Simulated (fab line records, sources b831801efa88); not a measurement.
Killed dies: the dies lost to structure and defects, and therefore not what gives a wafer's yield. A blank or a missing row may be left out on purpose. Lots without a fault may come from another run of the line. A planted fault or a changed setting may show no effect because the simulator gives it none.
Chamber matching ; flow sky130 ; SKY_PASSIVATION_ETCH_11 on rie_diel-01: 4 sister chambers
The step etches the open film in CF4/O2, stops on AlCu, target depth 725 nm, time 161.1 s. 14 wafers are shown with their chamber, then 7 later ones without.

WAFERS, EACH WITH ITS CHAMBER
wafer;chamber;chamber_pressure_mTorr (mTorr);throttle_valve_pct (%);oes_product_au (a.u.)
L388.3;1;149.84;5.961;0.973
L388.4;2;150.20;5.984;0.973
L388.6;3;150.08;5.987;0.987
L395.1;0;149.92;5.940;0.951
L395.4;2;150.03;5.961;0.974
L395.5;3;149.91;5.969;0.969
L401.1;2;150.06;5.965;0.976
L401.5;1;149.86;5.964;0.988
L401.6;0;149.91;5.962;0.980
L404.1;2;149.85;5.962;0.961
L404.4;3;150.14;5.972;0.975
L404.5;2;150.00;5.944;0.982
L406.1;2;150.18;5.974;0.968
L406.2;0;150.04;5.964;0.969

SIGNATURES (averages over the wafers above)
reading;chamber 0;chamber 1;chamber 2;chamber 3;scatter within a chamber
chamber_pressure_mTorr;149.9567;149.8500;150.0533;150.0433;0.11
throttle_valve_pct;5.95533;5.96250;5.96500;5.97600;0.0121
oes_product_au;0.96667;0.98050;0.97233;0.97700;0.00983
Rule: a wafer lies at a distance from a chamber equal to the root of the sum of squares, over the readings, of (its reading less the chamber's mean, divided by the reading's scatter). The wafer belongs to the nearest chamber; if the next one is less than 2 further off, it can't be placed. The scatter: take each reading less its chamber's mean, square it, sum over the shown wafers, divide by the number of wafers less the number of chambers, and take the root.

WAFERS WHOSE CHAMBER IS MISSING
wafer;chamber_pressure_mTorr (mTorr);throttle_valve_pct (%);oes_product_au (a.u.)
L406.4;150.24;5.977;0.970
L408.1;150.26;5.957;0.978
L408.4;150.22;5.955;0.985
L408.6;150.19;5.965;0.982
L409.2;150.02;5.973;0.974
L409.5;149.72;5.949;0.984
L409.6;149.92;5.975;0.977

THE CHAMBER EACH PASSED THROUGH
wafer;from the rows above;in truth
L406.4;can't be placed: 3 or 2 or 0 or 1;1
L408.1;can't be placed: 2 or 3 or 0 or 1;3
L408.4;can't be placed: 2 or 3 or 0 or 1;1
L408.6;can't be placed: 2 or 3 or 0 or 1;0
L409.2;can't be placed: 3 or 2 or 0 or 1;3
L409.5;can't be placed: 1 or 0 or 2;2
L409.6;can't be placed: 3 or 1 or 2 or 0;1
Correctly placed: 0 of 7. Can't be placed from these rows: 7 (the true chamber is among the candidates in 7). Placed wrongly: 0.
